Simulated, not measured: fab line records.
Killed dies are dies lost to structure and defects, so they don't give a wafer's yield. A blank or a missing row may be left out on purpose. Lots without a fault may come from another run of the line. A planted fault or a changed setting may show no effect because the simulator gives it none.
Matching of chambers / flow gf180mcu / GF_SAB_ETCH_11 on rieDiel-04 has 4 sister chambers
The step etches SiO2 in C4F8/O2/Ar, target depth 55 nm, time 8.5 s. 7 wafers are shown with their chamber, then 7 later ones without.

== WAFERS, EACH WITH ITS CHAMBER ==
wafer=L742.6; chamber=3; oesProductAu (a.u.)=0.991
wafer=L743.3; chamber=3; oesProductAu (a.u.)=0.985
wafer=L747.1; chamber=2; oesProductAu (a.u.)=1.012
wafer=L750.3; chamber=1; oesProductAu (a.u.)=1.026
wafer=L750.6; chamber=1; oesProductAu (a.u.)=1.009
wafer=L752.4; chamber=0; oesProductAu (a.u.)=1.000
wafer=L752.5; chamber=0; oesProductAu (a.u.)=0.993

== WAFERS WITHOUT THEIR CHAMBER ==
wafer=L752.6; oesProductAu (a.u.)=1.021
wafer=L753.1; oesProductAu (a.u.)=0.995
wafer=L753.2; oesProductAu (a.u.)=1.017
wafer=L753.4; oesProductAu (a.u.)=1.017
wafer=L755.1; oesProductAu (a.u.)=1.019
wafer=L755.5; oesProductAu (a.u.)=1.000
wafer=L755.6; oesProductAu (a.u.)=1.017

== WHICH CHAMBER EACH WENT THROUGH ==
wafer=L752.6; from the rows above=can't be placed: 1 or 2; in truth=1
wafer=L753.1; from the rows above=can't be placed: 0 or 3 or 2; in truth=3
wafer=L753.2; from the rows above=can't be placed: 1 or 2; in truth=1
wafer=L753.4; from the rows above=can't be placed: 1 or 2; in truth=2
wafer=L755.1; from the rows above=can't be placed: 1 or 2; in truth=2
wafer=L755.5; from the rows above=can't be placed: 0 or 2 or 3 or 1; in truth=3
wafer=L755.6; from the rows above=can't be placed: 1 or 2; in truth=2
0 of 7 placed correctly. Unplaceable from these rows: 7, with the true chamber sitting among the candidates in 7. 0 placed wrongly.
How it was worked out, from the rows above alone: a wafer's distance from a chamber is the root of the sum, over the readings, of the square of ((its reading less the chamber's mean) divided by the reading's scatter). The wafer belongs to the nearest chamber; if the next one is less than 2 further off, it can't be placed. For every chamber, the mean is computed from those of its wafers that are shown. The scatter: the root of (the sum of the squares of (reading less its chamber's mean) over the shown wafers, divided by (wafers less chambers)).
